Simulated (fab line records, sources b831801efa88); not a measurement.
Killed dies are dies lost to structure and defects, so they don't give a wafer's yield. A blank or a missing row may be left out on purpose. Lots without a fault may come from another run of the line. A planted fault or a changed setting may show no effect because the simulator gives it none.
Problem report in the 8D (eight disciplines) form, filled by code | flow gf180mcu | the parts of the form that need people (team, actions taken, sign-off) are left out

1. THE PROBLEM
MIM_CVD_05_THK at GF_MIM_THK_MEAS_06 reads a mean of 46.9 nm on 9 wafers of 3 lots; wafers without a fault read 42.1 nm with a standard deviation of 0.54. That is +8.8 standard deviations from the usual mean.
First seen on wafer L899.2, day 26 15:37, on film_metro-04. The record holds 36 wafers of 12 lots with a number at this step. Rule for "out", or "out of limits": more than 4 standard deviations from the usual mean. The other wafers with a number count as sound.

2. WHAT IT IS AND WHAT IT IS NOT
question                    | is                           | is not
which readings at this step | MIM_CVD_05_THK               | -
which lots                  | L899, L900, L901             | L895, L896, L897, L898, L910, L912, L913, L914, L915
which wafers of those lots  | all that have a number       | -
read on which gauges        | film_metro-02, film_metro-04 | film_metro-03
when                        | from day 26 15:37            | up to then (12 sound wafers); but 15 sound wafers of L910, L912, L913, L914, L915 came after

3. SUSPECTS, AND WHAT RULES EACH OUT
Counting: a tool at a process step up to the reading stays a suspect if it ran every lot that is out and no sound lot after the first of them.
- the gauge at GF_MIM_THK_MEAS_06: ruled out. The wafers that are out were read on 2 gauges (film_metro-02, film_metro-04).
- pecvd-02 at GF_MIM_CVD_05 (deposits Si3N4, target thk 42 nm, time 29.086 s): ruled out as a lasting fault. Sound lots L910, L914 ran on it after its first lot that is out, L899 (day 26 15:34).
Left after counting: nothing in the record.

4. THE CAUSE (what the simulator had put in)
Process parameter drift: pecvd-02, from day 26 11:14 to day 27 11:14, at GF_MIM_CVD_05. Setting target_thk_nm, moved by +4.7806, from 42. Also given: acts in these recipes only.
Counting ruled it out, wrongly: the rule takes a fault to strike every lot that its tool runs from its start on, and this one did not.

5. THE CHAIN OF EFFECTS, in route order
Each row: a reading whose mean over the struck wafers that have a number lies more than 3 standard deviations from the usual. Only readings for which the record gives a usual standard deviation are gone through. hours: the time from each lot's start at the first step in this table that gives one to its start at this step, as a median over the lots. sigmas: the change in usual standard deviations.
hours | step               | reading        | usual   | on struck wafers | change | sigmas
0     | GF_MIM_THK_MEAS_06 | MIM_CVD_05_THK | 42.1 nm | 46.9             | +4.8   | +8.8

6. WHAT WOULD HAVE CAUGHT IT SOONER
In this record the first reading out of limits at a measuring or inspecting step was taken at day 26 15:37, 4 hours after the fault began at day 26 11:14.
Of the tool readings at GF_MIM_CVD_05 for which the record gives a usual standard deviation, none was out on any struck wafer, so an alarm limit of 4 standard deviations on them would not have fired.
